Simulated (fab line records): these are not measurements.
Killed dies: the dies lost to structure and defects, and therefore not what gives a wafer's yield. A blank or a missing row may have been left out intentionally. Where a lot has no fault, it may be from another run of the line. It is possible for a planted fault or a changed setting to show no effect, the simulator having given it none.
Struck lot and sound lot, side by side | flow sky130 | 15 steps out of a route of 708
Sound: wafers L858.3, L858.4, L858.5. Wafers L859.4, L859.5, L859.6 were the ones struck. The cause comes at the end.
Order at every step that has rows: each side's tool, ch and its chambers, its first start. Under that, the readings that differ: sound wafers | struck wafers | difference of the means | sigmas: that difference in standard deviations of wafers without a fault.
alike: readings with means less than 2 such deviations apart, plus words and numbers identical on both sides. not compared: withheld readings, readings lacking a value on some wafer, bounds such as >300 that could conceal the same value, and numbers that have no deviation in the record and whose values overlap.
Wherever a step has rows on one side only, a row that says differs or no value, or a row with sigmas, the two part there. When numbers do not overlap yet have no deviation, they are printed without sigmas and do not part them. A reading missing from all wafers of one side parts the sides only when that side holds two or more wafers.

SKY_VIA2_CMP_02: polishes SiO2.
  sound on cmp-02 ch 0,1, day 38 03:39; struck on cmp-02 ch 1,2,3, day 38 09:23
  alike: motor_current_A
SKY_VIA2_BOW_MEAS_03:
  sound on film_metro-01 at day 38 03:59; struck on film_metro-01 at day 38 09:38
  alike: VIA2_BOW
then, 8 steps without rows for these wafers: SKY_VIA2_DEHYDRATE_04 (time 60 s); SKY_VIA2_HMDS_05 (prime time 60 s); SKY_VIA2_COAT_06 (resist thk 60 nm); SKY_VIA2_COAT_07 (resist thk 450 nm); SKY_VIA2_SOFTBAKE_08 (time 90 s); SKY_VIA2_EXPOSE_09 (exposes mask VIM2, target cd 200 nm); SKY_VIA2_PEB_10; SKY_VIA2_DEVELOP_11 (develop time 60 s).
SKY_VIA2_CD_MEAS_12: the cd target is 200 nm.
  sound on cd_sem-02 at day 39 04:23; struck on cd_sem-02 at day 39 10:51
  alike: cd_nm
SKY_VIA2_OVL_MEAS_13:
  sound on overlay-02 at day 39 04:29; struck on overlay-02 at day 39 10:56
  alike: VIA2_OVL
SKY_VIA2_ETCH_14: etches BARC in N2/H2, stops on SiO2, time 45.9 s, target depth 60 nm.
  sound on rie_diel-03 ch 0,1,3, day 39 04:30; struck on rie_diel-03 ch 1,2, day 39 10:57
  reading    | sound               | struck            | difference | sigmas
  bias_w (W) | 100.18 100.30 99.85 | 88.29 88.12 88.42 | -11.83     | -46
  alike: drypump_motor_current_A, oes_product_au, throttle_valve_pct
  not compared: rf_hours_counter_h
SKY_VIA2_ETCH_15: etches SiO2 in C4F8/O2/Ar, stops on TiN, target depth 546 nm, time 84 s.
  sound on rie_diel-03 ch 0,1,3, day 39 04:33; struck on rie_diel-03 ch 1,2, day 39 10:59
  alike: bias_w, oes_product_au
  not compared: rf_hours_counter_h
-- the record jumps here: 9 days lie between the struck wafers' starts before and after (it left off in module VIA2 and takes up again in module PAD_OPEN, whose first step shown is number 708 of the route) --
SKY_PAD_OPEN_PROBE_99:
  sound on prober-01 at day 47 23:53; struck on prober-02 at day 48 06:47
  alike: defect_limited_yield, killed_at_M0_to_M3, killed_at_M4_up, killed_at_contacts, killed_at_front_end, killed_at_other, killed_dies, killed_on_rim, killed_open, killed_short, sort_bin_3_pad_short, sort_bin_5_function, sort_bin_6_memory, sort_n_pass, sort_yield_pct

== WHERE THEY PART ==
At SKY_VIA2_ETCH_14 and nowhere else, as far as this record goes. Later steps at which nothing parts them and some readings are alike: SKY_VIA2_ETCH_15, SKY_PAD_OPEN_PROBE_99.

WHY: what had been put in by the simulator
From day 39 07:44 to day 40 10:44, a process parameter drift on rie_diel-03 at SKY_VIA2_ETCH_14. A move of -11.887 in setting bias_w, from 100. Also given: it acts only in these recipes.
